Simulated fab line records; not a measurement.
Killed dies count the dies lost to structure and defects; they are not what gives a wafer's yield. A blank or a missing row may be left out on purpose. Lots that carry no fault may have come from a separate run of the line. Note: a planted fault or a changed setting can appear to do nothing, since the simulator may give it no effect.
Comparing a struck lot with a sound one ; flow sky130 ; 14 steps out of a route of 708
Sound: these wafers, L100.3, L100.4, L100.6. Wafers struck: L108.1, L108.2, L108.6. The cause is named last.
Each step with rows lists, per side, the tool, then ch with its chambers, then its first start. Under that, the readings that differ: sound wafers ; struck wafers ; difference of the means ; sigmas: that difference in standard deviations of wafers without a fault.
alike: readings with means less than 2 such deviations apart, plus words and numbers identical on both sides. not compared: withheld readings, readings lacking a value on some wafer, bounds such as >300 that could conceal the same value, and numbers that have no deviation in the record and whose values overlap.
A row with sigmas, a row that says differs or no value, or rows on one side alone: a step with any of these is where the two part. When numbers do not overlap yet have no deviation, they are printed without sigmas and do not part them. A reading missing from all wafers of one side parts the sides only when that side holds two or more wafers.

SKY_METAL1_SPUTTER_01: material TiN, target thk 20 nm, time 16.7 s.
  sound on pvd_sputter-01 at day 32 12:05; struck on pvd_sputter-01 at day 35 01:13
  alike: throttle_valve_pct
SKY_METAL1_SPUTTER_02: material AlCu, target thk 250 nm, time 13.3 s.
  sound on pvd_sputter-01 at day 32 12:07; struck on pvd_sputter-01 at day 35 01:14
  alike: throttle_valve_pct
SKY_METAL1_SPUTTER_03: material Ti, target thk 5 nm, time 3.3 s.
  sound on pvd_sputter-01 at day 32 12:08; struck on pvd_sputter-01 at day 35 01:16
  alike: throttle_valve_pct
SKY_METAL1_SPUTTER_04: material TiN, target thk 70 nm, time 58.3 s.
  sound on pvd_sputter-01 at day 32 12:10; struck on pvd_sputter-01 at day 35 01:17
  alike: throttle_valve_pct
SKY_METAL1_RS_MEAS_05: measures by four-point-probe.
  sound on film_metro-04 at day 32 12:15; struck on film_metro-03 at day 35 01:20
  alike: METAL1_ALCU_RS
SKY_METAL1_THK_MEAS_06: measures by xrf.
  sound on film_metro-04 at day 32 12:21; struck on film_metro-03 at day 35 01:27
  alike: METAL1_ALCU_THK
then, 6 steps without rows for these wafers: SKY_METAL1_DEHYDRATE_07 (time 60 s); SKY_METAL1_HMDS_08 (prime time 60 s); SKY_METAL1_COAT_09 (resist thk 60 nm); SKY_METAL1_COAT_10 (resist thk 450 nm); SKY_METAL1_SOFTBAKE_11 (time 90 s); SKY_METAL1_EXPOSE_12 (exposes mask MM1, target cd 140 nm).
SKY_METAL1_PEB_13:
  sound on litho_track-03 ch 0, day 33 14:00; struck on litho_track-03, day 36 04:00
reading;sound;struck;difference;sigmas
exhaust_pa (Pa);45.6 44.5 45.8;- - -;no value on the struck wafers;
  not compared: chill_plate_temp_C
then, 1 step without rows for these wafers: SKY_METAL1_DEVELOP_14 (develop time 60 s).

== WHERE THEY PART ==
Within this record, at SKY_METAL1_PEB_13 only.

WHY: the cause the simulator had injected
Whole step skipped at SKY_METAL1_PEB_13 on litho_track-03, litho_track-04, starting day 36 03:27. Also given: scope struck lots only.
